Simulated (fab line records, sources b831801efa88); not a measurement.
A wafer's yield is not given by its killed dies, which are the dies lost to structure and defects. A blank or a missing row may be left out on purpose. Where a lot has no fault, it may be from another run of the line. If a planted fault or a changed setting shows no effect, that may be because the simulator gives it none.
Matching of chambers ; flow sky130 ; 4 sister chambers for SKY_LI_CONTACT_ETCH_15 on rieDiel-04
The step etches PSG in C4F8/O2/Ar, stops on Si, target depth 600 nm. 16 wafers are shown with their chamber, then 8 later ones without.

WAFERS WITH THEIR CHAMBER
wafer;chamber;oesProductAu (a.u.);rfFwdPowerW (W)
L076.2;1;0.847;1497
L076.3;2;0.831;1492
L076.4;0;0.839;1492
L078.2;0;0.834;1496
L078.3;2;0.841;1498
L078.5;2;0.835;1494
L077.2;1;0.842;1498
L077.4;2;0.837;1494
L077.6;2;0.833;1494
L082.1;0;0.839;1496
L082.4;1;0.840;1497
L082.6;0;0.838;1500
L084.1;0;0.837;1496
L084.2;3;0.828;1497
L084.6;3;0.837;1497
L087.3;3;0.849;1492

SIGNATURES (means of the wafers above)
reading;chamber 0;chamber 1;chamber 2;chamber 3;scatter within a chamber
oesProductAu;0.83740;0.84300;0.83540;0.83800;0.0052
rfFwdPowerW;1496.00;1497.33;1494.40;1495.33;2.39
Rule: distance of a wafer from a chamber = root of the sum over the readings of ((wafer's reading minus chamber's mean) / reading's scatter) squared. If the next closest chamber is less than 2 further off than the closest, the wafer can't be placed; otherwise it belongs to the closest. How the scatter is found: for the shown wafers, subtract from each reading the mean of its chamber, square and add these, divide the total by (wafers less chambers), then take the root.

WAFERS MISSING THEIR CHAMBER
wafer;oesProductAu (a.u.);rfFwdPowerW (W)
L087.4;0.836;1492
L087.6;0.832;1498
L089.1;0.842;1494
L089.2;0.837;1501
L089.5;0.836;1499
L088.1;0.837;1489
L088.3;0.850;1498
L088.5;0.834;1497

EACH ONE'S CHAMBER
wafer;from the rows above;in truth
L087.4;can't be placed: 2 or 3 or 0 or 1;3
L087.6;can't be placed: 0 or 3 or 2 or 1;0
L089.1;can't be placed: 3 or 0 or 2 or 1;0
L089.2;can't be placed: 1 or 0 or 3 or 2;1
L089.5;can't be placed: 0 or 1 or 3 or 2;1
L088.1;can't be placed: 2 or 3 or 0 or 1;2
L088.3;can't be placed: 1 or 3 or 0 or 2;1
L088.5;can't be placed: 0 or 3 or 2 or 1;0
Correctly placed: 0 of 8. From these rows, 8 cannot be placed; in 8 the true chamber is one of the candidates. Wrongly placed: 0.
